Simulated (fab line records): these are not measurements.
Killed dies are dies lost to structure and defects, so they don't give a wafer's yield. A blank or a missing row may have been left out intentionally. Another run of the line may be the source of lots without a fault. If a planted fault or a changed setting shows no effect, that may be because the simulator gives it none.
A single fault, viewed from 2 desks || flow sky130 || only its own numbers are on each desk; what lay behind them is given at the end

== THE TOOL OWNER'S DESK: litho_track-01 ==
The tool's own readings at SKY_POLY_GATE_COAT_07 (resist thk 110 nm): means of the sampled wafers that have a number, for each lot that ran on this tool. If a lot's mean is further than 4 standard deviations from the usual mean, the lot is out of limits and carries the mark OUT (the distance appears in the brackets).
Columns: A = spin_speed_rpm at SKY_POLY_GATE_COAT_07, usual 3000.1 rpm
{"lot": "L866", "first seen here": "day 18 20:25", "A": 3000.1}
{"lot": "L869", "first seen here": "day 20 01:12", "A": "3288.6 (+99 or more) OUT"}
{"lot": "L870", "first seen here": "day 20 07:12", "A": "3286.1 (+99 or more) OUT"}
{"lot": "L877", "first seen here": "day 22 19:15", "A": 2999.3}
{"lot": "L878", "first seen here": "day 22 22:57", "A": 3001.1}
{"lot": "L880", "first seen here": "day 23 11:57", "A": 2998.8}
This desk's verdict: out of limits on L869, L870, starting with L869 at day 20 01:12 (spin_speed_rpm at SKY_POLY_GATE_COAT_07). Within limits: L866, L877, L878, L880.

== THE METROLOGY DESK ==
What the gauges read, lot by lot, whatever tool the lot ran on: means of the sampled wafers that have a number. If a lot's mean is further than 4 standard deviations from the usual mean, the lot is out of limits and carries the mark OUT (the distance appears in the brackets).
Columns: A = VIA1_BOW at SKY_VIA1_BOW_MEAS_03, usual 81 um; B = VIA1_OVL at SKY_VIA1_OVL_MEAS_13, usual 3 nm
{"lot": "L860", "first seen here": "day 33 22:01", "A": 85, "B": 2}
{"lot": "L859", "first seen here": "day 33 22:58", "A": 76, "B": 1}
{"lot": "L861", "first seen here": "day 34 09:53", "A": 82, "B": -9}
{"lot": "L863", "first seen here": "day 34 12:10", "A": 82, "B": -5}
{"lot": "L865", "first seen here": "day 35 13:34", "A": 88, "B": 12}
{"lot": "L866", "first seen here": "day 35 15:49", "A": 85, "B": -0}
{"lot": "L869", "first seen here": "day 36 15:59", "A": 78, "B": 8}
{"lot": "L870", "first seen here": "day 36 19:53", "A": 80, "B": 0}
{"lot": "L873", "first seen here": "day 37 16:13", "A": 75, "B": 6}
{"lot": "L877", "first seen here": "day 38 23:10", "A": 83, "B": 10}
{"lot": "L878", "first seen here": "day 38 23:46", "A": 81, "B": 4}
{"lot": "L879", "first seen here": "day 39 10:05", "A": 83, "B": 4}
{"lot": "L880", "first seen here": "day 39 11:20", "A": 82, "B": 4}
This desk found nothing out of limits on any of the 13 lots.

== BROUGHT TOGETHER ==
An alarm could have come from the tool owner's desk at day 20 01:12, on L869, L870.
From the metrology desk's view, nothing was out of limits.
The metrology desk holds a record of L869, L870, inside its limits.
SKY_POLY_GATE_COAT_07 was run on litho_track-01 by each of the lots named.

== WHAT THE SIMULATOR HAD INSERTED ==
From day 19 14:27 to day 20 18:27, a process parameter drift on litho_track-01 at SKY_POLY_GATE_COAT_07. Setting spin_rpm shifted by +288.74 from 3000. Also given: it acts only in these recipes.
Shown lots that were struck: L869, L870.
Each desk's first reading out of limits, in hours after the fault started: the tool owner's desk, 11.
